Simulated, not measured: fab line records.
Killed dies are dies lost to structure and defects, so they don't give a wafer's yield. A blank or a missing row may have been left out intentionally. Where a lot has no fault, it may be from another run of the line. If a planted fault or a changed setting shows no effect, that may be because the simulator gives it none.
2 desks, one fault -- flow sky130 -- every desk sees just its own numbers, and what lay behind them comes last

== FROM THE METROLOGY DESK ==
What the gauges read for every lot (on any tool): the sampled wafers with a number, averaged. A lot is out of limits, marked OUT, if its mean lies more than 4 standard deviations from the usual mean; the brackets give that distance.
Columns: A = VIA2_BOW at SKY_VIA2_BOW_MEAS_03, usual 86 um; B = cd nm at SKY_VIA2_CD_MEAS_12, usual 200.3 nm; C = VIA2_OVL at SKY_VIA2_OVL_MEAS_13, usual 3 nm
lot,first seen here,A,B,C
L974,day 35 19:07,89,200.4,4
L979,day 37 07:55,84,201.3,1
L983,day 38 07:44,88,201.3,2
L986,day 39 08:49,92,201.7,8
L991,day 40 18:28,84,198.9,4
L994,day 41 17:12,90,197.4,3
L996,day 42 01:47,88,201.2,-2
This desk found nothing out of limits on any of the 7 lots.

== DESK OF THE TOOL OWNER: rie diel-03 ==
The tool's own readings at SKY_VIA2_ETCH_14 (etches BARC in N2/H2, stops on SiO2, time 45.9 s, target depth 60 nm): means of the sampled wafers that have a number, for each lot that ran on this tool. A lot is out of limits, marked OUT, if its mean lies more than 4 standard deviations from the usual mean; the brackets give that distance.
Columns: A = drypump motor current A at SKY_VIA2_ETCH_14, usual 5.9 A; B = oes product au at SKY_VIA2_ETCH_14, usual 0.854 a.u.; C = run length s at SKY_VIA2_ETCH_14, usual 74.4 s; D = throttle valve pct at SKY_VIA2_ETCH_14, usual 13.225 %
lot,first seen here,A,B,C,D
L974,day 36 21:13,5.9,0.852,74.3,13.224
L983,day 39 09:08,5.2,0.853,74.5,13.231
L991,day 41 19:13,5.2,0.893 (+8.8) OUT,72.7,13.227
L994,day 42 17:02,5.8,0.889 (+8.1) OUT,72.2 (-4.6) OUT,13.226
L996,day 43 01:05,6.0,0.925 (+16) OUT,70.2 (-8.9) OUT,13.232
This desk finds L991, L994, L996 out of limits, L991 being first, at day 41 19:13 (oes product au at SKY_VIA2_ETCH_14). L974, L983: within limits.

== PUT TOGETHER ==
On L991, L994, L996, at day 41 19:13, an alarm was possible from the tool owner's desk.
Metrology desk: nothing out of limits seen.
The metrology desk holds a record of L991, L994, L996, inside its limits.
On rie diel-03, each named lot ran SKY_VIA2_ETCH_14.

== WHAT THE SIMULATOR HAD INSERTED ==
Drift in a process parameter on rie diel-03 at SKY_VIA2_ETCH_14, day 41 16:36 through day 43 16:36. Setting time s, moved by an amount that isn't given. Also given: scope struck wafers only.
Struck lots among those shown: L991, L994, L996.
Each desk's first reading out of limits, in hours after the fault started: the tool owner's desk, 3.
